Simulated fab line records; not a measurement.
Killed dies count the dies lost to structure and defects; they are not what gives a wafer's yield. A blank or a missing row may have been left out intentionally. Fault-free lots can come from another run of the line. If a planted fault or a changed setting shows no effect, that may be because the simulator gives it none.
Chamber matching + flow sky130 + 4 sister chambers for SKY_VIA1_CMP_24 on cmp-01
The step polishes, stops on SiO2, t overpolish 15 s, target thk 0 nm. 8 wafers are shown with their chamber, then 12 later ones without.

WAFERS PAIRED WITH THEIR CHAMBERS
| wafer  | chamber | time-to-endpoint-s (s) | motor-current-A (A) |
|--------|---------|------------------------|---------------------|
| L086.6 | 3       | 62                     | 11.1                |
| L087.2 | 1       | 72                     | 10.2                |
| L088.1 | 2       | 72                     | 10.0                |
| L088.2 | 0       | 66                     | 9.7                 |
| L088.3 | 3       | 63                     | 10.3                |
| L091.1 | 0       | 63                     | 9.9                 |
| L091.3 | 2       | 65                     | 10.2                |
| L091.6 | 1       | 74                     | 10.4                |

WAFERS WHOSE CHAMBER IS MISSING
| wafer  | time-to-endpoint-s (s) | motor-current-A (A) |
|--------|------------------------|---------------------|
| L092.2 | 62                     | 10.6                |
| L092.3 | 66                     | 8.8                 |
| L092.4 | 71                     | 10.4                |
| L093.1 | 66                     | 10.0                |
| L093.3 | 71                     | 10.2                |
| L093.5 | 72                     | 10.5                |
| L094.2 | 63                     | 10.8                |
| L094.3 | 69                     | 10.7                |
| L094.5 | 61                     | 10.5                |
| L096.1 | 57                     | 10.2                |
| L096.3 | 63                     | 10.1                |
| L096.4 | 65                     | 9.9                 |

WHICH CHAMBER EACH ONE RAN IN
| wafer  | from the rows above               | in truth |
|--------|-----------------------------------|----------|
| L092.2 | 3                                 | 3        |
| L092.3 | can't be placed: 0 or 2           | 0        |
| L092.4 | can't be placed: 1 or 2           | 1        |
| L093.1 | can't be placed: 0 or 2 or 3 or 1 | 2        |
| L093.3 | can't be placed: 1 or 2 or 0      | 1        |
| L093.5 | can't be placed: 1 or 2           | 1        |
| L094.2 | 3                                 | 3        |
| L094.3 | can't be placed: 1 or 2 or 3 or 0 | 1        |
| L094.5 | can't be placed: 3 or 0           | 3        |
| L096.1 | can't be placed: 3 or 0 or 2      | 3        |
| L096.3 | can't be placed: 0 or 3 or 2      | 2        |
| L096.4 | can't be placed: 0 or 2           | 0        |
Correctly placed: 2 of 12. Cannot be placed on the basis of these rows: 10; the candidates contain the true chamber in 10. Wrongly placed: 0.
How it was worked out, from the rows above alone: a wafer's distance from a chamber is the root of the sum, over the readings, of the square of ((its reading less the chamber's mean) divided by the reading's scatter). If the next closest chamber is less than 2 further off than the closest, the wafer can't be placed; otherwise it belongs to the closest. The mean given for a chamber averages the wafers shown for that chamber. The scatter: the root of (the sum of the squares of (reading less its chamber's mean) over the shown wafers, divided by (wafers less chambers)).
